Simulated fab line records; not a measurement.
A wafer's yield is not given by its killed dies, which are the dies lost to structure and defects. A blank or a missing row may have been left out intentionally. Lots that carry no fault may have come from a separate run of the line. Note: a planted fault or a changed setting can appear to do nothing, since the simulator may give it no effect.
fab line records / flow sky130 / part 2 of 2: steps 24 to 33 of 33
record: lots: 5 wafers: 15 last-day: 49
route steps=708 shown VIA1@479 METAL2@483 VIA2@507
lots with no fault: from the same line, run without faults
start-h: the number of hours between the record's first day and the start of the first shown wafer of the lot / wait-h: how many hours have passed since the lot's step before this one / " the same as in the row above / L1.1+2: one row covering several wafers at once / - value missing, or start not given / * or withheld: withheld / < > ~ a bound
route shown NAME@n: names a module that has steps shown in the file, with the first one's number in the route / usual: mean/standard deviation of fault-free wafers / same: alike in all rows / chamber/n: place in a boat / sites: each site's reading / _std_site: the standard deviation of these / _edge_site: inner sites' mean taken away from outer sites' mean / radius-mm: how far each site lies from the wafer's centre / mask NAME#n: copy n / behind: the last tool/chamber to shape the wafer / hold: the reason the lot was held/the length of the hold in hours/how it ended / device: transistor that didn't switch, given as n, p or np / end of line: the route-end tests of the same wafers / a step with no rows: only its recipe / killed: not the wafer's yield, but the dies lost to structure and defects at the first sort / map: dies across one wafer; x = killed, . = not, _ = none there
set.NAME: the setting the step ran with; set.NAME@STEP: the setting that earlier step ran with / model.NAME: the simulator's own value behind a step, which no gauge read
a table for each step, a row for each wafer; lots at some steps of the route
services: a tool's chamber out of use, with start hour (start-h, from the record's first day; less than 0 if before it), hours out, and reason
== steps ==
step: SKY_METAL2_METAL_ETCH_19
recipe: target-depth-a: 3600 stop-on: SiO2 over-etch-frac: 0.3 time-s: 78 chemistry: Cl2/BCl3 resist-sidewall-deg: 88 pressure-mtorr: 10 icp-w: 900 bias-w: 48.5 Cl2_flow_sccm: 60 bcl3-flow-sccm: 30
usual: drypump-motor-current-A: 5.68/0.26 oes-product-au: 0.853/0.0058 rf-fwd-power-W: 893.4/3 throttle-valve-pct: 22.265/0.0089
same: time-s: 78
lot.wafer=L078.2 tool=rie-metal-02 chamber=1 start-h=851.56 wait-h=0.0 drypump-motor-current-A=5.98 oes-product-au=0.852 rf-fwd-power-W=888.4 rf-hours-counter-h=6 throttle-valve-pct=22.263
lot.wafer=L078.5 tool=rie-metal-02 chamber=1 start-h=851.56 wait-h=0.0 drypump-motor-current-A=5.98 oes-product-au=0.855 rf-fwd-power-W=891.0 rf-hours-counter-h=- throttle-valve-pct=22.290
lot.wafer=L078.6 tool=rie-metal-02 chamber=0 start-h=851.56 wait-h=0.0 drypump-motor-current-A=5.73 oes-product-au=0.848 rf-fwd-power-W=896.5 rf-hours-counter-h=- throttle-valve-pct=22.264
lot.wafer=L083.2 tool=rie-metal-04 chamber=0 start-h=893.57 wait-h=0.0 drypump-motor-current-A=5.89 oes-product-au=0.851 rf-fwd-power-W=893.0 rf-hours-counter-h=10 throttle-valve-pct=22.263
lot.wafer=L083.3 tool=rie-metal-04 chamber=1 start-h=893.57 wait-h=0.0 drypump-motor-current-A=5.67 oes-product-au=0.850 rf-fwd-power-W=891.9 rf-hours-counter-h=- throttle-valve-pct=22.262
lot.wafer=L083.6 tool=rie-metal-04 chamber=1 start-h=893.57 wait-h=0.0 drypump-motor-current-A=5.67 oes-product-au=0.854 rf-fwd-power-W=889.6 rf-hours-counter-h=- throttle-valve-pct=22.273
lot.wafer=L086.2 tool=rie-metal-01 chamber=1 start-h=910.71 wait-h=0.0 drypump-motor-current-A=5.14 oes-product-au=0.847 rf-fwd-power-W=890.8 rf-hours-counter-h=16 throttle-valve-pct=22.254
lot.wafer=L086.4 tool=rie-metal-01 chamber=0 start-h=910.71 wait-h=0.0 drypump-motor-current-A=5.73 oes-product-au=0.857 rf-fwd-power-W=891.0 rf-hours-counter-h=- throttle-valve-pct=22.249
lot.wafer=L086.5 tool=rie-metal-01 chamber=0 start-h=910.71 wait-h=0.0 drypump-motor-current-A=5.74 oes-product-au=0.853 rf-fwd-power-W=889.6 rf-hours-counter-h=- throttle-valve-pct=22.258
lot.wafer=L091.2 tool=rie-metal-01 chamber=1 start-h=953.61 wait-h=0.0 drypump-motor-current-A=5.16 oes-product-au=0.852 rf-fwd-power-W=897.3 rf-hours-counter-h=18 throttle-valve-pct=22.258
lot.wafer=L091.3 tool=rie-metal-01 chamber=0 start-h=953.61 wait-h=0.0 drypump-motor-current-A=5.72 oes-product-au=0.855 rf-fwd-power-W=889.6 rf-hours-counter-h=- throttle-valve-pct=22.259
lot.wafer=L091.5 tool=rie-metal-01 chamber=1 start-h=953.61 wait-h=0.0 drypump-motor-current-A=5.16 oes-product-au=0.863 rf-fwd-power-W=897.3 rf-hours-counter-h=- throttle-valve-pct=22.267
lot.wafer=L093.2 tool=rie-metal-02 chamber=0 start-h=959.91 wait-h=0.0 drypump-motor-current-A=5.72 oes-product-au=0.864 rf-fwd-power-W=894.4 rf-hours-counter-h=19 throttle-valve-pct=22.251
lot.wafer=L093.3 tool=rie-metal-02 chamber=0 start-h=959.91 wait-h=0.0 drypump-motor-current-A=5.73 oes-product-au=0.858 rf-fwd-power-W=891.0 rf-hours-counter-h=- throttle-valve-pct=22.265
lot.wafer=L093.5 tool=rie-metal-02 chamber=1 start-h=959.91 wait-h=0.0 drypump-motor-current-A=6.00 oes-product-au=0.859 rf-fwd-power-W=891.8 rf-hours-counter-h=- throttle-valve-pct=22.254
step: SKY_METAL2_STRIP_20
recipe: chemistry: O2/N2 power-w: 1400 pressure-mtorr: 1500 platen-temp-c: withheld o2-flow-sccm: 3000 n2-flow-sccm: 300 overash-fraction: 0.5
usual: drypump-motor-current-A: 5.80/0.19 oes-product-au: 0.344/0.0047 strip-time-to-endpoint-s: 2.71/0.032
lot.wafer=L078.2 tool=plasma-asher-04 chamber=0 start-h=851.65 wait-h=0.1 drypump-motor-current-A=5.77 oes-product-au=0.347 rf-hours-counter-h=10 strip-time-to-endpoint-s=2.66
lot.wafer=L078.5 tool=plasma-asher-04 chamber=0 start-h=851.65 wait-h=0.1 drypump-motor-current-A=5.81 oes-product-au=0.349 rf-hours-counter-h=- strip-time-to-endpoint-s=2.70
lot.wafer=L078.6 tool=plasma-asher-04 chamber=1 start-h=851.65 wait-h=0.1 drypump-motor-current-A=5.90 oes-product-au=0.349 rf-hours-counter-h=- strip-time-to-endpoint-s=2.76
lot.wafer=L083.2 tool=plasma-asher-01 chamber=0 start-h=893.66 wait-h=0.1 drypump-motor-current-A=5.28 oes-product-au=0.342 rf-hours-counter-h=111 strip-time-to-endpoint-s=2.74
lot.wafer=L083.3 tool=plasma-asher-01 chamber=0 start-h=893.66 wait-h=0.1 drypump-motor-current-A=5.24 oes-product-au=0.345 rf-hours-counter-h=- strip-time-to-endpoint-s=2.75
lot.wafer=L083.6 tool=plasma-asher-01 chamber=0 start-h=893.66 wait-h=0.1 drypump-motor-current-A=5.27 oes-product-au=0.361 rf-hours-counter-h=- strip-time-to-endpoint-s=2.74
lot.wafer=L086.2 tool=plasma-asher-03 chamber=1 start-h=910.80 wait-h=0.1 drypump-motor-current-A=5.99 oes-product-au=0.340 rf-hours-counter-h=48 strip-time-to-endpoint-s=2.72
lot.wafer=L086.4 tool=plasma-asher-03 chamber=0 start-h=910.80 wait-h=0.1 drypump-motor-current-A=5.83 oes-product-au=0.347 rf-hours-counter-h=- strip-time-to-endpoint-s=2.72
lot.wafer=L086.5 tool=plasma-asher-03 chamber=1 start-h=910.80 wait-h=0.1 drypump-motor-current-A=5.97 oes-product-au=0.343 rf-hours-counter-h=- strip-time-to-endpoint-s=2.69
lot.wafer=L091.2 tool=plasma-asher-04 chamber=1 start-h=953.70 wait-h=0.1 drypump-motor-current-A=5.91 oes-product-au=0.341 rf-hours-counter-h=19 strip-time-to-endpoint-s=2.73
lot.wafer=L091.3 tool=plasma-asher-04 chamber=0 start-h=953.70 wait-h=0.1 drypump-motor-current-A=5.82 oes-product-au=0.344 rf-hours-counter-h=- strip-time-to-endpoint-s=2.72
lot.wafer=L091.5 tool=plasma-asher-04 chamber=1 start-h=953.70 wait-h=0.1 drypump-motor-current-A=5.87 oes-product-au=0.348 rf-hours-counter-h=- strip-time-to-endpoint-s=2.71
lot.wafer=L093.2 tool=plasma-asher-04 chamber=1 start-h=960.00 wait-h=0.1 drypump-motor-current-A=5.85 oes-product-au=0.351 rf-hours-counter-h=20 strip-time-to-endpoint-s=2.75
lot.wafer=L093.3 tool=plasma-asher-04 chamber=0 start-h=960.00 wait-h=0.1 drypump-motor-current-A=5.80 oes-product-au=0.345 rf-hours-counter-h=- strip-time-to-endpoint-s=2.76
lot.wafer=L093.5 tool=plasma-asher-04 chamber=1 start-h=960.00 wait-h=0.1 drypump-motor-current-A=5.89 oes-product-au=0.336 rf-hours-counter-h=- strip-time-to-endpoint-s=2.68
step: SKY_METAL2_STRIP_21
recipe: chemistry: post-etch-residue-remover time-s: 1200 temp-c: 72.5
same: time-s: 1200
lot.wafer=L078.2+5+6 tool=wet-bench-01 chamber=2 start-h=851.75 wait-h=0.1
lot.wafer=L083.2+3+6 tool=wet-bench-01 chamber=3 start-h=893.76 wait-h=0.1
lot.wafer=L086.2+4+5 tool=wet-bench-01 chamber=0 start-h=910.90 wait-h=0.1
lot.wafer=L091.2+3+5 tool=wet-bench-03 chamber=2 start-h=953.80 wait-h=0.1
lot.wafer=L093.2+3+5 tool=wet-bench-03 chamber=2 start-h=960.10 wait-h=0.1
step: SKY_METAL2_CLEAN_22
recipe: chemistry: IPA time-s: 180 temp-c: 25
same: time-s: 180
lot.wafer=L078.2+5+6 tool=wet-bench-03 chamber=0 start-h=852.09 wait-h=0.0
lot.wafer=L083.2+3+6 tool=wet-bench-04 chamber=0 start-h=894.10 wait-h=0.0
lot.wafer=L086.2+4+5 tool=wet-bench-03 chamber=2 start-h=911.24 wait-h=0.0
lot.wafer=L091.2+3+5 tool=wet-bench-01 chamber=0 start-h=954.14 wait-h=0.0
lot.wafer=L093.2+3+5 tool=wet-bench-01 chamber=3 start-h=960.44 wait-h=0.0
step: SKY_METAL2_CLEAN_23
recipe: chemistry: O3/DIW dry: n2-spin
lot.wafer=L078.2+5+6 tool=wet-bench-04 chamber=1 start-h=852.15 wait-h=0.0
lot.wafer=L083.2+3+6 tool=wet-bench-03 chamber=1 start-h=894.16 wait-h=0.0
lot.wafer=L086.2+4+5 tool=wet-bench-04 chamber=3 start-h=911.30 wait-h=0.0
lot.wafer=L091.2+3+5 tool=wet-bench-04 chamber=2 start-h=954.20 wait-h=0.0
lot.wafer=L093.2+3+5 tool=wet-bench-04 chamber=0 start-h=960.50 wait-h=0.0
step: SKY_VIA2_HDPCVD_00
recipe: material: SiO2 target-thk-nm: 1180 sigma-open-frac: 0.3 time-s: 196.7 temp-c: 400 sih4-flow-sccm: 60 pressure-mtorr: 6
same: time-s: 196.7
lot.wafer=L078.2+5+6 tool=hdpcvd-02 chamber=1,0,1 start-h=852.24 wait-h=0.0
lot.wafer=L083.2+3+6 tool=hdpcvd-01 chamber=2,1,1 start-h=894.26 wait-h=0.0
lot.wafer=L086.2+4+5 tool=hdpcvd-02 chamber=2,0,1 start-h=911.40 wait-h=0.0
lot.wafer=L091.2+3+5 tool=hdpcvd-01 chamber=2 start-h=954.29 wait-h=0.0
lot.wafer=L093.2+3+5 tool=hdpcvd-01 chamber=1,2,2 start-h=960.59 wait-h=0.0
step: SKY_VIA2_THK_MEAS_01
recipe: reads: SiO2_of_VIA2_HDPCVD_00
usual: VIA2_HDPCVD_THK: 1173/13
lot.wafer=L078.2 tool=film-metro-04 chamber=- start-h=852.38 wait-h=0.1 VIA2_HDPCVD_THK[nm]=1155
lot.wafer=L078.5 tool=film-metro-04 chamber=- start-h=852.38 wait-h=0.1 VIA2_HDPCVD_THK[nm]=1150
lot.wafer=L078.6 tool=film-metro-04 chamber=- start-h=852.38 wait-h=0.1 VIA2_HDPCVD_THK[nm]=1145
lot.wafer=L083.2 tool=film-metro-04 chamber=- start-h=894.39 wait-h=0.1 VIA2_HDPCVD_THK[nm]=1172
lot.wafer=L083.3 tool=film-metro-04 chamber=- start-h=894.39 wait-h=0.1 VIA2_HDPCVD_THK[nm]=1185
lot.wafer=L083.6 tool=film-metro-04 chamber=- start-h=894.39 wait-h=0.1 VIA2_HDPCVD_THK[nm]=1190
lot.wafer=L086.2 tool=film-metro-01 chamber=- start-h=911.54 wait-h=0.1 VIA2_HDPCVD_THK[nm]=1172
lot.wafer=L086.4 tool=film-metro-01 chamber=- start-h=911.54 wait-h=0.1 VIA2_HDPCVD_THK[nm]=1186
lot.wafer=L086.5 tool=film-metro-01 chamber=- start-h=911.54 wait-h=0.1 VIA2_HDPCVD_THK[nm]=1189
lot.wafer=L091.2 tool=film-metro-02 chamber=- start-h=954.49 wait-h=0.1 VIA2_HDPCVD_THK[nm]=1186
lot.wafer=L091.3 tool=film-metro-02 chamber=- start-h=954.49 wait-h=0.1 VIA2_HDPCVD_THK[nm]=1176
lot.wafer=L091.5 tool=film-metro-02 chamber=- start-h=954.49 wait-h=0.1 VIA2_HDPCVD_THK[nm]=1165
lot.wafer=L093.2 tool=film-metro-04 chamber=- start-h=960.79 wait-h=0.1 VIA2_HDPCVD_THK[nm]=1171
lot.wafer=L093.3 tool=film-metro-04 chamber=- start-h=960.79 wait-h=0.1 VIA2_HDPCVD_THK[nm]=1200
lot.wafer=L093.5 tool=film-metro-04 chamber=- start-h=960.79 wait-h=0.1 VIA2_HDPCVD_THK[nm]=1189
step: SKY_VIA2_CMP_02
recipe: material: SiO2 down-force-psi: 4 platen-rpm: 60 pad-velocity-m-s: 0.94248
usual: motor-current-A: 12.6/1.5 retaining-ring-pressure-frac: 1.000/0.0056 slurry-flow-ml-min: 150.0/0.45
lot.wafer=L078.2 tool=cmp-01 chamber=1 start-h=852.58 wait-h=0.2 motor-current-A=10.9 retaining-ring-pressure-frac=0.995 slurry-flow-ml-min=149.3
lot.wafer=L078.6 tool=cmp-01 chamber=2 start-h=852.58 wait-h=0.2 motor-current-A=11.5 retaining-ring-pressure-frac=1.007 slurry-flow-ml-min=150.4
lot.wafer=L078.5 tool=cmp-01 chamber=3 start-h=852.58 wait-h=0.2 motor-current-A=12.9 retaining-ring-pressure-frac=0.997 slurry-flow-ml-min=149.6
lot.wafer=L083.3 tool=cmp-02 chamber=0 start-h=894.52 wait-h=0.1 motor-current-A=12.5 retaining-ring-pressure-frac=1.001 slurry-flow-ml-min=149.7
lot.wafer=L083.2 tool=cmp-02 chamber=2 start-h=894.52 wait-h=0.1 motor-current-A=14.3 retaining-ring-pressure-frac=1.000 slurry-flow-ml-min=150.5
lot.wafer=L083.6 tool=cmp-02 chamber=1 start-h=894.52 wait-h=0.1 motor-current-A=10.7 retaining-ring-pressure-frac=1.001 slurry-flow-ml-min=149.3
lot.wafer=L086.2 tool=cmp-01 chamber=0 start-h=911.64 wait-h=0.1 motor-current-A=14.4 retaining-ring-pressure-frac=1.005 slurry-flow-ml-min=150.3
lot.wafer=L086.4 tool=cmp-01 chamber=2 start-h=911.64 wait-h=0.1 motor-current-A=11.1 retaining-ring-pressure-frac=0.999 slurry-flow-ml-min=150.0
lot.wafer=L086.5 tool=cmp-01 chamber=0 start-h=911.64 wait-h=0.1 motor-current-A=14.2 retaining-ring-pressure-frac=1.000 slurry-flow-ml-min=150.0
lot.wafer=L091.2 tool=cmp-01 chamber=0 start-h=954.54 wait-h=0.0 motor-current-A=14.5 retaining-ring-pressure-frac=1.005 slurry-flow-ml-min=150.1
lot.wafer=L091.3 tool=cmp-01 chamber=1 start-h=954.54 wait-h=0.0 motor-current-A=11.5 retaining-ring-pressure-frac=1.006 slurry-flow-ml-min=149.1
lot.wafer=L091.5 tool=cmp-01 chamber=0 start-h=954.54 wait-h=0.0 motor-current-A=14.4 retaining-ring-pressure-frac=1.001 slurry-flow-ml-min=149.5
lot.wafer=L093.2 tool=cmp-01 chamber=0 start-h=960.89 wait-h=0.1 motor-current-A=14.7 retaining-ring-pressure-frac=0.998 slurry-flow-ml-min=149.7
lot.wafer=L093.3 tool=cmp-01 chamber=2 start-h=960.89 wait-h=0.1 motor-current-A=12.0 retaining-ring-pressure-frac=1.001 slurry-flow-ml-min=150.8
lot.wafer=L093.5 tool=cmp-01 chamber=3 start-h=960.89 wait-h=0.1 motor-current-A=13.0 retaining-ring-pressure-frac=0.986 slurry-flow-ml-min=150.1
step: SKY_VIA2_BOW_MEAS_03
recipe: mode: bow
usual: VIA2_BOW: 86/7.8
lot.wafer=L078.2 tool=film-metro-04 chamber=- start-h=852.75 wait-h=0.1 VIA2_BOW[um]=83
lot.wafer=L078.5 tool=film-metro-04 chamber=- start-h=852.75 wait-h=0.1 VIA2_BOW[um]=87
lot.wafer=L078.6 tool=film-metro-04 chamber=- start-h=852.75 wait-h=0.1 VIA2_BOW[um]=96
lot.wafer=L083.2 tool=film-metro-01 chamber=- start-h=894.84 wait-h=0.2 VIA2_BOW[um]=77
lot.wafer=L083.3 tool=film-metro-01 chamber=- start-h=894.84 wait-h=0.2 VIA2_BOW[um]=90
lot.wafer=L083.6 tool=film-metro-01 chamber=- start-h=894.84 wait-h=0.2 VIA2_BOW[um]=86
lot.wafer=L086.2 tool=film-metro-04 chamber=- start-h=911.91 wait-h=0.2 VIA2_BOW[um]=82
lot.wafer=L086.4 tool=film-metro-04 chamber=- start-h=911.91 wait-h=0.2 VIA2_BOW[um]=76
lot.wafer=L086.5 tool=film-metro-04 chamber=- start-h=911.91 wait-h=0.2 VIA2_BOW[um]=91
lot.wafer=L091.2 tool=film-metro-02 chamber=- start-h=954.86 wait-h=0.3 VIA2_BOW[um]=80
lot.wafer=L091.3 tool=film-metro-02 chamber=- start-h=954.86 wait-h=0.3 VIA2_BOW[um]=85
lot.wafer=L091.5 tool=film-metro-02 chamber=- start-h=954.86 wait-h=0.3 VIA2_BOW[um]=72
lot.wafer=L093.2 tool=film-metro-02 chamber=- start-h=961.16 wait-h=0.2 VIA2_BOW[um]=97
lot.wafer=L093.3 tool=film-metro-02 chamber=- start-h=961.16 wait-h=0.2 VIA2_BOW[um]=89
lot.wafer=L093.5 tool=film-metro-02 chamber=- start-h=961.16 wait-h=0.2 VIA2_BOW[um]=89
step: SKY_VIA2_DEHYDRATE_04
recipe: temp-c: 200 time-s: 60
usual: resist-line-temp-C: 22.98/0.11
same: time-s: 60
lot.wafer=L078.2 tool=litho-track-03 chamber=0 start-h=865.94 wait-h=13.2 resist-line-temp-C=22.94
lot.wafer=L078.5 tool=litho-track-03 chamber=0 start-h=865.94 wait-h=13.2 resist-line-temp-C=22.88
lot.wafer=L078.6 tool=litho-track-03 chamber=0 start-h=865.94 wait-h=13.2 resist-line-temp-C=22.86
lot.wafer=L083.2 tool=litho-track-04 chamber=0 start-h=906.09 wait-h=11.2 resist-line-temp-C=22.87
lot.wafer=L083.3 tool=litho-track-04 chamber=0 start-h=906.09 wait-h=11.2 resist-line-temp-C=22.81
lot.wafer=L083.6 tool=litho-track-04 chamber=0 start-h=906.09 wait-h=11.2 resist-line-temp-C=22.96
lot.wafer=L086.2 tool=litho-track-04 chamber=0 start-h=923.99 wait-h=12.1 resist-line-temp-C=23.04
lot.wafer=L086.4 tool=litho-track-04 chamber=0 start-h=923.99 wait-h=12.1 resist-line-temp-C=22.87
lot.wafer=L086.5 tool=litho-track-04 chamber=0 start-h=923.99 wait-h=12.1 resist-line-temp-C=23.02
lot.wafer=L091.2 tool=litho-track-02 chamber=0 start-h=965.61 wait-h=10.7 resist-line-temp-C=22.99
lot.wafer=L091.3 tool=litho-track-02 chamber=0 start-h=965.61 wait-h=10.7 resist-line-temp-C=23.05
lot.wafer=L091.5 tool=litho-track-02 chamber=0 start-h=965.61 wait-h=10.7 resist-line-temp-C=22.87
lot.wafer=L093.2 tool=litho-track-04 chamber=0 start-h=972.89 wait-h=11.7 resist-line-temp-C=22.89
lot.wafer=L093.3 tool=litho-track-04 chamber=0 start-h=972.89 wait-h=11.7 resist-line-temp-C=22.94
lot.wafer=L093.5 tool=litho-track-04 chamber=0 start-h=972.89 wait-h=11.7 resist-line-temp-C=23.01
== services ==
tool=cmp-01 chamber=- start-h=808.74 hours=3.4 kind=repair
tool=krf-scanner-02 chamber=- start-h=813.47 hours=0.6 kind=repair
tool=plasma-asher-04 chamber=- start-h=816.29 hours=3.6 kind=repair
tool=rie-metal-02 chamber=- start-h=817.24 hours=1.4 kind=pm
tool=hdpcvd-01 chamber=- start-h=818.63 hours=2.6 kind=repair
tool=cmp-01 chamber=- start-h=838.26 hours=3.9 kind=pm
tool=rie-metal-01 chamber=- start-h=842.14 hours=0.2 kind=repair
tool=krf-scanner-02 chamber=- start-h=842.23 hours=0.5 kind=repair
tool=krf-scanner-02 chamber=- start-h=842.82 hours=1.0 kind=pm
tool=pvd-sputter-01 chamber=- start-h=855.56 hours=1.3 kind=repair
tool=krf-scanner-02 chamber=- start-h=860.53 hours=6.2 kind=repair
tool=krf-scanner-02 chamber=- start-h=860.78 hours=0.9 kind=repair
tool=hdpcvd-01 chamber=- start-h=861.43 hours=6.0 kind=pm
tool=hdpcvd-01 chamber=- start-h=872.52 hours=1.3 kind=repair
tool=cvd-w-01 chamber=- start-h=877.68 hours=2.2 kind=repair
tool=krf-scanner-02 chamber=- start-h=885.48 hours=0.8 kind=pm
tool=krf-scanner-02 chamber=- start-h=889.00 hours=1.3 kind=pm
tool=hdpcvd-01 chamber=- start-h=895.16 hours=2.8 kind=pm
tool=pvd-sputter-03 chamber=- start-h=898.70 hours=2.3 kind=repair
tool=cmp-01 chamber=- start-h=913.04 hours=4.0 kind=pm
tool=rie-metal-02 chamber=- start-h=918.99 hours=2.8 kind=pm
tool=cmp-01 chamber=- start-h=965.04 hours=0.6 kind=repair
tool=pvd-sputter-01 chamber=- start-h=968.76 hours=1.4 kind=repair
tool=cmp-01 chamber=- start-h=972.90 hours=2.6 kind=repair
